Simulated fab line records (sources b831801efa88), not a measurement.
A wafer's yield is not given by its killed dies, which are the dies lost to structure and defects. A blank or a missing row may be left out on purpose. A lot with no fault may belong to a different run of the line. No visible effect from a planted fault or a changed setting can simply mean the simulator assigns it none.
Comparing a struck lot with a sound one | flow sfq-line | 15 steps out of a route of 325
Sound: wafers L656.2, L656.3, L656.5. Struck: wafer L667.3 (left out: L667.4, L667.6 of the same lot, which were not struck); the cause appears at the end.
Each step with rows lists, per side, the tool, then ch with its chambers, then its first start. Under that, the readings that differ: sound wafers | struck wafers | difference of the means | sigmas: that difference in standard deviations of wafers without a fault.
alike: readings with means less than 2 such deviations apart, plus words and numbers identical on both sides. not compared: withheld readings, readings lacking a value on some wafer, bounds such as >300 that could conceal the same value, and numbers that have no deviation in the record and whose values overlap.
The two part at a step that has a row with sigmas, a row that says differs or no value, or rows on one side only. Numbers that don't overlap but have no deviation are shown without sigmas and don't part them. A reading that every wafer of one side lacks parts them only if that side has two wafers or more.

first, 1 step without rows for these wafers: SFQ_TRILAYER_M2_STRIP_SOLV_CLEAN_062 (cleans in NMP, time 600 s).
SFQ_TRILAYER_I2_DEP_PECVD_063: deposits SiO2 from SiH4/N2O, time 111.11 s, target thk 500 nm.
  sound on pecvd-02 ch 0,2, day 23 21:23; struck on pecvd-03 ch 0, day 28 05:58
  reading                | sound          | struck | difference | sigmas
  throttle-valve-pct (%) | 26.5 25.0 26.0 | 23.2   | -2.6       | -2
  alike: heater-power-outer-w, heater-power-w
SFQ_TRILAYER_I2_CMP_CMP_064: polishes SiO2.
  sound on cmp-02 ch 0,1,3, day 23 23:13; struck on cmp-02 ch 3, day 28 07:32
  alike: motor-current-A, time-to-endpoint-s
SFQ_I2_BOW_MEAS_917:
  sound: film-metro-01 at day 24 02:14; struck: film-metro-01 at day 28 09:05
  reading     | sound   | struck | difference | sigmas
  I2_BOW (um) | -8 4 -6 | 17     | +20        | +3
SFQ_TRILAYER_I2_METRO_MEASURE_065:
  sound: film-metro-01 at day 24 02:32; struck: film-metro-01 at day 28 09:34
  alike: thk-nm
then, 6 steps without rows for these wafers: SFQ_TRILAYER_I2_VIA_LITHO_COAT_072 (resist thk 62 nm); SFQ_TRILAYER_I2_VIA_LITHO_COAT_067 (resist thk 650 nm); SFQ_TRILAYER_I2_VIA_LITHO_SOFTBAKE_071; SFQ_TRILAYER_I2_VIA_LITHO_EXPOSE_068 (exposes mask I2, target cd 500 nm); SFQ_TRILAYER_I2_VIA_LITHO_PEB_070 (peb time 60 s); SFQ_TRILAYER_I2_VIA_LITHO_DEVELOP_069 (time 60 s).
-- the record jumps here: 6 days lie between the struck wafers' starts before and after --
SFQ_I2_OVL_MEAS_918:
  sound: overlay-02 at day 31 02:24; struck: overlay-02 at day 34 17:19
  alike: I2_OVL
SFQ_TRILAYER_I2_VIA_BARC_OPEN_VIA_ETCH_096: etches BARC in O2, target depth 125 nm, time 41.7 s.
  sound on rie-diel-02 ch 0,2,3, day 31 02:26; struck on rie-diel-02 ch 2, day 34 17:20
  reading                                                 | sound             | struck | difference | sigmas
  oes-product-au (a.u.)                                   | 0.694 0.692 0.683 | 0.614  | -0.076     | -16
  run-length-s (s)                                        | 69.7 69.7 69.7    | 82.1   | +12.4      | +26
  model.KrF_of_TRILAYER_I2_VIA_LITHO_COAT_067.thk-nm (nm) | 573 573.1 573.6   | 555.7  | -17.5      |
  alike: bias-w, drypump-motor-current-A
  not compared: rf-hours-counter-h
SFQ_TRILAYER_I2_VIA_ETCH_VIA_ETCH_070: etches SiO2 in CHF3, stops on Nb, target depth 260 nm.
  sound on rie-diel-02 ch 0,2,3, day 31 02:28; struck on rie-diel-02 ch 2, day 34 17:23
  reading                                                 | sound             | struck | difference | sigmas
  model.KrF_of_TRILAYER_I2_VIA_LITHO_COAT_067.thk-nm (nm) | 527.4 529.5 530.4 | 509.4  | -19.7      |
  alike: bias-w, drypump-motor-current-A, oes-product-au
SFQ_TRILAYER_I2_VIA_STRIP_STRIP_071: strips in O2.
  sound on rie-metal-02 ch 1, day 31 02:47; struck on rie-metal-03 ch 0, day 34 17:41
  alike: drypump-motor-current-A, oes-product-au
  not compared: rf-hours-counter-h

## WHERE THEY PART
First at SFQ_TRILAYER_I2_DEP_PECVD_063; last, within this record, at SFQ_TRILAYER_I2_VIA_BARC_OPEN_VIA_ETCH_096. Later steps at which nothing parts them and some readings are alike: SFQ_TRILAYER_I2_VIA_ETCH_VIA_ETCH_070, SFQ_TRILAYER_I2_VIA_STRIP_STRIP_071.

WHY: the cause the simulator had injected
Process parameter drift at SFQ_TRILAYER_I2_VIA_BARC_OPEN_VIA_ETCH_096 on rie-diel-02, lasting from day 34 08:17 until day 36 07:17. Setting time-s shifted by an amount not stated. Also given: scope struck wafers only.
